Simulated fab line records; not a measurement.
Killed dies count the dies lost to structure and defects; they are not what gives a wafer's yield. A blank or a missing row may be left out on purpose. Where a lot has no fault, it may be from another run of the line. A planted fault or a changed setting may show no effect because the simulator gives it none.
fab line records | flow sky130 | part 2 of 2: steps 30 to 43 of 43
[record] lots = 5 | wafers = 15 | lastDay = 50
route steps=708 shown LDD_LDN@301 SPACER@304 POLY_CUT@307 SD_P@320 RES_XHIGH@332 SD_N@342
lots that met no fault: taken from a fault-free run of the same line
startH: hours from the record's opening day to when the first of the lot's shown wafers began | waitH: hours from the lot's prior step to this one | " as in the row above | L1.1+2: a row that stands for several wafers | - no value, or no start given | * or withheld: withheld | < > ~ a bound
route shown NAME@n: NAME is a module with steps in the file, n the number in the route of the first one | usual: the fault-free wafers' mean and standard deviation | same: alike in all rows | chamber/n: place in a boat | sites: each site's reading | _std_site: the standard deviation of these | _edge_site: mean of outer sites minus mean of inner sites | radiusMm: how far each site lies from the wafer's centre | mask NAME#n: copy n | behind: tool/chamber where the wafer was last shaped | hold: why the lot went on hold/how many hours it stayed there/how the hold came to an end | device: names the non-switching transistor (n, p or np) | end of line: the tests these same wafers got at the end of their route | a step without rows: its recipe alone | killed: not the wafer's yield, but the dies lost to structure and defects at the first sort | map: a wafer's dies, marking killed ones x, the rest . and places with no die _
set.NAME: the setting the step ran with; set.NAME@STEP: the setting that earlier step ran with | model.NAME: the simulator's own value behind a step, which no gauge read
lots at some steps of the route; a table a step, a row a wafer
services: the hour from which a tool's chamber was out of use, counted from the record's first day as startH (under 0 if before that day), plus the number of hours and why
[[steps]]
[step SKY_SD_P_STRIP_10]
[recipe] chemistry = O2/N2 | powerW = 1400 | pressureMtorr = 1500 | platenTempC = withheld | o2FlowSccm = 3000 | n2FlowSccm = 300 | overashFraction = 0.5
[usual] drypumpMotorCurrentA = 5.7/0.53 | oesProductAu = 0.617/0.0053 | stripTimeToEndpointS = 17.51/0.036
lot.wafer | tool           | chamber | startH | waitH | drypumpMotorCurrentA | oesProductAu | rfHoursCounterH | stripTimeToEndpointS
L075.1    | plasmaAsher-04 | 1       | 588.33 | 0.1   | 6.4                  | 0.618        | 73              | 17.53
L075.4    | "              | 0       | "      | "     | 5.7                  | 0.619        | -               | 17.52
L075.5    | "              | 1       | "      | "     | 6.4                  | 0.624        | -               | 17.51
L087.1    | plasmaAsher-01 | 0       | 693.17 | 0.1   | 5.8                  | 0.618        | 61              | 17.54
L087.2    | "              | 1       | "      | "     | 4.9                  | 0.624        | 61              | 17.50
L087.5    | "              | 1       | "      | "     | 4.9                  | 0.615        | -               | 17.52
L089.1    | plasmaAsher-01 | 0       | 715.26 | 0.1   | 5.8                  | 0.619        | 63              | 17.52
L089.3    | "              | 0       | "      | "     | 5.8                  | 0.617        | -               | 17.51
L089.4    | "              | 1       | "      | "     | 4.9                  | 0.612        | -               | 17.53
L090.3    | plasmaAsher-04 | 1       | 718.95 | 0.1   | 6.4                  | 0.623        | -               | 17.54
L090.4    | "              | 0       | "      | "     | 5.7                  | 0.617        | -               | 17.56
L090.5    | "              | 0       | "      | "     | 5.7                  | 0.621        | -               | 17.56
L095.1    | plasmaAsher-01 | 0       | 757.96 | 0.1   | 5.8                  | 0.626        | 68              | 17.46
L095.2    | "              | 1       | "      | "     | 4.9                  | 0.612        | 68              | 17.48
L095.4    | "              | 0       | "      | "     | 5.8                  | 0.619        | -               | 17.48
[step SKY_SD_P_TW_MEAS_11]
[usual] SD_P_TW = 2833/21
lot.wafer | tool         | chamber | startH | waitH | SD_P_TW
L075.1    | filmMetro-02 | -       | 588.43 | 0.1   | 2842
L075.4    | "            | -       | "      | "     | 2854
L075.5    | "            | -       | "      | "     | 2844
L087.1    | filmMetro-04 | -       | 693.27 | 0.1   | 2830
L087.2    | "            | -       | "      | "     | 2811
L087.5    | "            | -       | "      | "     | 2826
L089.1    | filmMetro-02 | -       | 715.36 | 0.1   | 2828
L089.3    | "            | -       | "      | "     | 2867
L089.4    | "            | -       | "      | "     | 2849
L090.3    | filmMetro-04 | -       | 719.03 | 0.1   | 2833
L090.4    | "            | -       | "      | "     | 2823
L090.5    | "            | -       | "      | "     | 2820
L095.1    | filmMetro-02 | -       | 758.06 | 0.1   | 2817
L095.2    | "            | -       | "      | "     | 2853
L095.4    | "            | -       | "      | "     | 2844
[step SKY_RES_XHIGH_DEHYDRATE_00]
[recipe] tempC = 200 | timeS = 60
lot.wafer  | tool          | chamber | startH | waitH
L075.1+4+5 | lithoTrack-04 | 0       | 602.02 | 13.6
L087.1+2+5 | lithoTrack-04 | 0       | 707.17 | 13.9
L089.1+3+4 | lithoTrack-03 | 0       | 728.36 | 13.0
L090.3+4+5 | lithoTrack-01 | 0       | 732.21 | 13.2
L095.1+2+4 | lithoTrack-04 | 0       | 771.07 | 13.0
[step SKY_RES_XHIGH_HMDS_01]
[recipe] primeTimeS = 60 | primeTempC = 120
lot.wafer  | tool          | chamber | startH | waitH
L075.1+4+5 | lithoTrack-04 | 0       | 602.17 | 0.1
L087.1+2+5 | lithoTrack-04 | 0       | 707.32 | 0.1
L089.1+3+4 | lithoTrack-03 | 0       | 728.51 | 0.1
L090.3+4+5 | lithoTrack-01 | 0       | 732.36 | 0.1
L095.1+2+4 | lithoTrack-04 | 0       | 771.22 | 0.1
[step SKY_RES_XHIGH_COAT_02]
[recipe] resist = NOVOLAK | spinRpm = 3000 | resistThkNm = 1140
lot.wafer  | tool          | chamber | startH | waitH
L075.1+4+5 | lithoTrack-04 | 0       | 602.32 | 0.1
L087.1+2+5 | lithoTrack-04 | 0       | 707.47 | 0.1
L089.1+3+4 | lithoTrack-03 | 0       | 728.66 | 0.1
L090.3+4+5 | lithoTrack-01 | 0       | 732.51 | 0.1
L095.1+2+4 | lithoTrack-04 | 0       | 771.37 | 0.1
[step SKY_RES_XHIGH_SOFTBAKE_03]
[recipe] tempC = 90 | timeS = 60 | resist = NOVOLAK
lot.wafer  | tool          | chamber | startH | waitH
L075.1+4+5 | lithoTrack-04 | 0       | 602.47 | 0.1
L087.1+2+5 | lithoTrack-04 | 0       | 707.62 | 0.1
L089.1+3+4 | lithoTrack-03 | 0       | 728.81 | 0.1
L090.3+4+5 | lithoTrack-01 | 0       | 732.66 | 0.1
L095.1+2+4 | lithoTrack-04 | 0       | 771.52 | 0.1
[step SKY_RES_XHIGH_EXPOSE_04]
[recipe] maskId = URPM | na = 0.6 | sourceShape = conventional | sigmaOuter = 0.6 | polarization = unpolarized | targetCdNm = 1270 | doseMj = 140
lot.wafer  | tool            | chamber | startH | waitH | mask
L075.1+4+5 | ilineStepper-02 | 0       | -      | -     | URPM#0
L087.1+2+5 | ilineStepper-02 | 0       | -      | -     | URPM#0
L089.1+3+4 | ilineStepper-02 | 0       | -      | -     | URPM#0
L090.3+4+5 | ilineStepper-01 | 0       | -      | -     | URPM#0
L095.1+2+4 | ilineStepper-01 | 0       | -      | -     | URPM#0
[step SKY_RES_XHIGH_PEB_05]
[recipe] tempC = withheld | timeS = * | resist = NOVOLAK
lot.wafer  | tool          | chamber | startH | waitH
L075.1+4+5 | lithoTrack-04 | 0       | -      | -
L087.1+2+5 | lithoTrack-04 | 0       | -      | -
L089.1+3+4 | lithoTrack-03 | 0       | -      | -
L090.3+4+5 | lithoTrack-04 | 0       | -      | -
L095.1+2+4 | lithoTrack-03 | 0       | -      | -
[step SKY_RES_XHIGH_DEVELOP_06]
[recipe] resist = NOVOLAK | developer = TMAH | developTimeS = 60 | devTempC = 23
lot.wafer  | tool          | chamber | startH | waitH
L075.1+4+5 | lithoTrack-04 | 0       | 616.17 | 0.1
L087.1+2+5 | lithoTrack-04 | 0       | 721.52 | 0.1
L089.1+3+4 | lithoTrack-03 | 0       | 742.26 | 0.1
L090.3+4+5 | lithoTrack-04 | 0       | 746.67 | 0.1
L095.1+2+4 | lithoTrack-03 | 0       | 784.76 | 0.1
[step SKY_RES_XHIGH_IMPLANT_07]
[recipe] species = BF2 | energyKev = 20 | doseCm2 = 3.6e+14 | tiltDeg = 0
[usual] beamEnergyKeV = 19.998/0.0063
lot.wafer | tool         | chamber | startH | waitH | beamEnergyKeV
L075.1    | implanter-03 | 0       | 616.32 | 0.1   | 19.997
L075.4    | "            | 0       | "      | "     | 19.992
L075.5    | "            | 0       | "      | "     | 19.993
L087.1    | implanter-02 | 0       | 721.67 | 0.1   | 19.997
L087.2    | "            | 0       | "      | "     | 20.007
L087.5    | "            | 0       | "      | "     | 19.997
L089.1    | implanter-03 | 0       | 742.41 | 0.1   | 20.014
L089.3    | "            | 0       | "      | "     | 19.999
L089.4    | "            | 0       | "      | "     | 20.001
L090.3    | implanter-03 | 0       | 746.82 | 0.1   | 19.998
L090.4    | "            | 0       | "      | "     | 20.001
L090.5    | "            | 0       | "      | "     | 19.997
L095.1    | implanter-03 | 0       | 784.91 | 0.1   | 19.999
L095.2    | "            | 0       | "      | "     | 19.993
L095.4    | "            | 0       | "      | "     | 20.006
[step SKY_RES_XHIGH_STRIP_08]
[recipe] chemistry = O2/N2 | powerW = 1400 | pressureMtorr = 1500 | platenTempC = withheld | o2FlowSccm = 3000 | n2FlowSccm = 300 | overashFraction = 0.5
[usual] drypumpMotorCurrentA = 5.8/0.44 | oesProductAu = 0.711/0.0042 | stripTimeToEndpointS = 14.29/0.046
lot.wafer | tool           | chamber | startH | waitH | drypumpMotorCurrentA | oesProductAu | rfHoursCounterH | stripTimeToEndpointS
L075.1    | plasmaAsher-04 | 1       | 616.47 | 0.1   | 6.4                  | 0.709        | 76              | 14.27
L075.4    | "              | 1       | "      | "     | 6.4                  | 0.704        | -               | 14.26
L075.5    | "              | 0       | "      | "     | 5.8                  | 0.710        | -               | 14.29
L087.1    | plasmaAsher-02 | 0       | 721.82 | 0.1   | 5.9                  | 0.707        | 27              | 14.21
L087.2    | "              | 1       | "      | "     | 5.2                  | 0.715        | 27              | 14.22
L087.5    | "              | 0       | "      | "     | 5.8                  | 0.711        | -               | 14.18
L089.1    | plasmaAsher-02 | 0       | 742.56 | 0.1   | 5.9                  | 0.708        | 29              | 14.36
L089.3    | "              | 1       | "      | "     | 5.1                  | 0.712        | -               | 14.32
L089.4    | "              | 0       | "      | "     | 5.8                  | 0.707        | -               | 14.38
L090.3    | plasmaAsher-02 | 1       | 746.95 | 0.1   | 5.1                  | 0.710        | -               | 14.34
L090.4    | "              | 0       | "      | "     | 5.9                  | 0.710        | -               | 14.35
L090.5    | "              | 1       | "      | "     | 5.1                  | 0.714        | -               | 14.35
L095.1    | plasmaAsher-02 | 0       | 785.06 | 0.1   | 5.9                  | 0.714        | 33              | 14.21
L095.2    | "              | 1       | "      | "     | 5.1                  | 0.709        | 33              | 14.22
L095.4    | "              | 1       | "      | "     | 5.1                  | 0.709        | -               | 14.25
[step SKY_RES_XHIGH_TW_MEAS_09]
[usual] RES_XHIGH_TW = 1643/12
lot.wafer | tool         | chamber | startH | waitH | RES_XHIGH_TW
L075.1    | filmMetro-04 | -       | 616.57 | 0.1   | 1643
L075.4    | "            | -       | "      | "     | 1649
L075.5    | "            | -       | "      | "     | 1647
L087.1    | filmMetro-02 | -       | 721.92 | 0.1   | 1656
L087.2    | "            | -       | "      | "     | 1649
L087.5    | "            | -       | "      | "     | 1652
L089.1    | filmMetro-03 | -       | 742.66 | 0.1   | 1615
L089.3    | "            | -       | "      | "     | 1623
L089.4    | "            | -       | "      | "     | 1621
L090.3    | filmMetro-02 | -       | 747.04 | 0.1   | 1651
L090.4    | "            | -       | "      | "     | 1651
L090.5    | "            | -       | "      | "     | 1659
L095.1    | filmMetro-02 | -       | 785.16 | 0.1   | 1652
L095.2    | "            | -       | "      | "     | 1651
L095.4    | "            | -       | "      | "     | 1645
[step SKY_SD_N_DEHYDRATE_00]
[recipe] tempC = 200 | timeS = 60
lot.wafer  | tool          | chamber | startH | waitH
L075.1+4+5 | lithoTrack-02 | 0       | 630.11 | 13.5
L087.1+2+5 | lithoTrack-02 | 0       | 735.16 | 13.2
L089.1+3+4 | lithoTrack-02 | 0       | 756.41 | 13.7
L090.3+4+5 | lithoTrack-03 | 0       | 760.51 | 13.5
L095.1+2+4 | lithoTrack-03 | 0       | 798.26 | 13.1
[step SKY_SD_N_HMDS_01]
[recipe] primeTimeS = 60 | primeTempC = 120
lot.wafer  | tool          | chamber | startH | waitH
L075.1+4+5 | lithoTrack-02 | 0       | 630.26 | 0.1
L087.1+2+5 | lithoTrack-02 | 0       | 735.31 | 0.1
L089.1+3+4 | lithoTrack-02 | 0       | 756.56 | 0.1
L090.3+4+5 | lithoTrack-03 | 0       | 760.66 | 0.1
L095.1+2+4 | lithoTrack-03 | 0       | 798.41 | 0.1
[[services]]
tool            | chamber | startH | hours | kind
rieDiel-04      | -       | 519.95 | 1.9   | repair
implanter-03    | -       | 538.70 | 3.5   | pm
plasmaAsher-02  | -       | 539.48 | 14.2  | repair
rieDiel-01      | 3       | 543.71 | 7.1   | repair
rieDiel-01      | 3       | 566.69 | 17.1  | repair
ilineStepper-01 | -       | 583.05 | 5.5   | repair
ilineStepper-01 | -       | 592.65 | 2.1   | pm
lpcvd-02        | -       | 599.74 | 1.2   | repair
plasmaAsher-01  | -       | 611.56 | 2.2   | repair
ilineStepper-02 | -       | 616.47 | 1.7   | pm
ilineStepper-01 | -       | 650.42 | 1.7   | pm
ilineStepper-02 | -       | 667.08 | 4.4   | pm
ilineStepper-01 | -       | 673.58 | 7.5   | repair
plasmaAsher-04  | -       | 694.82 | 4.3   | repair
ilineStepper-01 | -       | 700.23 | 2.4   | repair
rieDiel-01      | -       | 717.20 | 2.8   | pm
rieDiel-04      | 2       | 736.05 | 5.7   | repair
plasmaAsher-04  | -       | 740.58 | 4.5   | repair
plasmaAsher-02  | -       | 760.17 | 2.8   | pm
lpcvd-02        | -       | 772.92 | 1.2   | repair
ilineStepper-02 | -       | 776.12 | 28.9  | pm
plasmaAsher-04  | -       | 787.72 | 27.8  | repair
plasmaAsher-04  | -       | 788.00 | 0.8   | repair
rieDiel-01      | 2       | 794.14 | 3.6   | repair
